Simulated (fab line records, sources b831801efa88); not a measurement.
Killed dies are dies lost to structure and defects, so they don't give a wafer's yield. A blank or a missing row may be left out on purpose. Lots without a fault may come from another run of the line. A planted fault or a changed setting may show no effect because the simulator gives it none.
Which tool did it? | flow sky130 | 24 lots, 72 wafers sampled, at 3 steps of a route of 708

WHAT THE GAUGES READ, wafer by wafer
SKY_LI_CONTACT_OVL_MEAS_13.
lot  | measured     | on         | LI_CONTACT_OVL (nm)
L074 | day 30 10:16 | overlay-02 | 1 1 2
L076 | day 30 13:19 | overlay-02 | 0 -6 -4
L075 | day 30 13:58 | overlay-02 | 2 -9 0
L077 | day 30 14:37 | overlay-01 | 1 -4 -2
L078 | day 30 16:46 | overlay-01 | -1 -3 2
L079 | day 30 17:16 | overlay-01 | 1 3 7
L080 | day 31 14:55 | overlay-02 | 11 0 10
L081 | day 31 15:01 | overlay-01 | 6 4 4
L082 | day 31 22:34 | overlay-02 | 4 -1 2
L083 | day 32 02:13 | overlay-02 | -1 0 -10
L085 | day 32 13:40 | overlay-02 | 3 0 4
L084 | day 32 15:25 | overlay-02 | -3 -5 -14
L086 | day 33 05:07 | overlay-02 | 2 6 -1
L087 | day 33 05:55 | overlay-02 | 4 7 8
L088 | day 33 12:19 | overlay-01 | 7 0 3
L089 | day 33 20:38 | overlay-02 | -2 -1 -6
L090 | day 34 14:13 | overlay-01 | -6 -3 -5
L091 | day 34 17:31 | overlay-02 | 1 5 2
L092 | day 35 09:40 | overlay-01 | -3 -8 -6
L093 | day 35 09:49 | overlay-02 | -3 1 1
L094 | day 35 19:10 | overlay-01 | -1 -5 -7
L095 | day 35 22:10 | overlay-02 | 6 8 4
L096 | day 36 01:25 | overlay-02 | 6 2 -5
L097 | day 36 13:26 | overlay-01 | -3 -9 6

SKY_VIA2_CD_MEAS_12: target cd 200 nm.
lot  | measured     | on        | cd_nm (nm)
L074 | day 37 09:34 | cd_sem-02 | 198.9 199.3 199.9
L076 | day 37 15:31 | cd_sem-02 | 200.2 200.6 200.1
L075 | day 37 15:49 | cd_sem-02 | 198.8 199.0 200.6
L077 | day 37 16:00 | cd_sem-02 | 202.1 199.9 200.4
L078 | day 37 17:58 | cd_sem-01 | 201.0 202.0 200.8
L079 | day 37 18:45 | cd_sem-01 | 198.7 198.9 198.4
L080 | day 38 12:42 | cd_sem-02 | 198.7 198.9 197.6
L081 | day 38 14:49 | cd_sem-02 | 201.9 202.2 200.9
L082 | day 38 21:21 | cd_sem-02 | 202.3 201.8 201.9
L083 | day 38 22:20 | cd_sem-01 | 200.2 201.7 201.2
L085 | day 39 08:58 | cd_sem-02 | 198.5 198.1 197.8
L084 | day 39 09:19 | cd_sem-01 | 199.9 197.5 199.7
L086 | day 39 23:59 | cd_sem-01 | 197.5 197.8 197.4
L087 | day 40 01:27 | cd_sem-01 | 199.6 200.4 199.3
L088 | day 40 06:51 | cd_sem-02 | 194.6 195.3 195.5
L089 | day 40 13:41 | cd_sem-02 | 200.5 199.4 198.8
L090 | day 41 05:35 | cd_sem-01 | 198.4 197.1 198.1
L091 | day 41 10:00 | cd_sem-01 | 201.3 200.6 200.6
L092 | day 42 01:51 | cd_sem-02 | 197.0 196.8 196.8
L093 | day 42 03:39 | cd_sem-01 | 198.0 199.7 198.7
L094 | day 42 07:44 | cd_sem-02 | 200.4 200.4 200.8
L095 | day 42 11:30 | cd_sem-01 | 199.4 199.2 198.2
L096 | day 42 14:12 | cd_sem-02 | 199.7 199.0 200.2
L097 | day 43 00:50 | cd_sem-01 | 198.7 199.0 200.0

WHICH TOOL RAN EACH LOT (tool, then ch and the chambers of the sampled wafers, then the start)
lot  | SKY_CONTACT_ETCH_17
L074 | rie_diel-04 ch 1,2, day 32 19:20
L076 | rie_diel-03 ch 1,2,3, day 32 21:53
L075 | rie_diel-04 ch 0,2,3, day 32 23:36
L077 | rie_diel-01 ch 0,3, day 32 23:56
L078 | rie_diel-03 ch 0,2,3, day 33 01:41
L079 | rie_diel-04 ch 1,2, day 33 02:23
L080 | rie_diel-03 ch 0,1,2, day 33 23:40
L081 | rie_diel-03 ch 1,2,3, day 34 00:34
L082 | rie_diel-04 ch 0,3, day 34 06:57
L083 | rie_diel-04 ch 0,2,3, day 34 09:12
L085 | rie_diel-03 ch 1,2,3, day 34 21:08
L084 | rie_diel-04 ch 1,2,3, day 34 22:24
L086 | rie_diel-04 ch 0,2,3, day 35 11:53
L087 | rie_diel-03 ch 0,3, day 35 12:12
L088 | rie_diel-04 ch 0,3, day 35 20:05
L089 | rie_diel-03 ch 0,2,3, day 36 02:57
L090 | rie_diel-04 ch 2,3, day 36 20:21
L091 | rie_diel-01 ch 0,2,3, day 37 00:35
L092 | rie_diel-01 ch 0,2,3, day 37 17:26
L093 | rie_diel-04 ch 1,3, day 37 17:47
L094 | rie_diel-03 ch 0,1,3, day 38 00:32
L095 | rie_diel-04 ch 0,3, day 38 04:53
L096 | rie_diel-04 ch 1,2,3, day 38 07:09
L097 | rie_diel-04 ch 0,3, day 38 19:36
- SKY_CONTACT_ETCH_17: etches SiO2 in C4F8/O2/Ar, stops on Si3N4, target depth 340 nm.

WHAT THE TOOLS THEMSELVES READ (means of the sampled wafers that have a number; where no wafer has one, the mark that the record gives instead)
SKY_CONTACT_ETCH_17.
lot  | tool        | oes_product_au (a.u.)
L074 | rie_diel-04 | 0.895
L076 | rie_diel-03 | 0.897
L075 | rie_diel-04 | 0.893
L077 | rie_diel-01 | 0.889
L078 | rie_diel-03 | 0.889
L079 | rie_diel-04 | 0.891
L080 | rie_diel-03 | 0.890
L081 | rie_diel-03 | 0.890
L082 | rie_diel-04 | 0.893
L083 | rie_diel-04 | 0.894
L085 | rie_diel-03 | 0.889
L084 | rie_diel-04 | 0.889
L086 | rie_diel-04 | 0.895
L087 | rie_diel-03 | 0.888
L088 | rie_diel-04 | 0.893
L089 | rie_diel-03 | 0.892
L090 | rie_diel-04 | 0.895
L091 | rie_diel-01 | 0.889
L092 | rie_diel-01 | 0.894
L093 | rie_diel-04 | 0.896
L094 | rie_diel-03 | 0.891
L095 | rie_diel-04 | 0.892
L096 | rie_diel-04 | 0.891
L097 | rie_diel-04 | 0.889

THE ANSWER, worked out from the rows above alone
Rule: what is usual is taken from the lots themselves. Put in order of their means at a reading, lots are off if they are a third of the lots or fewer, leave a main group of 4 or more, and stand apart from it by a gap of 3 or more times the standard deviation of the main group's means; of several such gaps the widest counts. A main group whose means are all the same, to the digits that the tables above print for the reading, isn't used. A lot without any number at a reading at which 4 lots or more have one is off too. The other lots that the step has rows for count as sound. The gauges are gone through in route order, then the tools' own readings, and for those a lot's mean is taken as printed above. The first step at which some lot is off is used, and at that step the reading that is off furthest; a lot without a number counts as furthest.
No lot is off at any reading shown: from this, nothing can be told.

WHAT THE SIMULATOR HAD PUT IN
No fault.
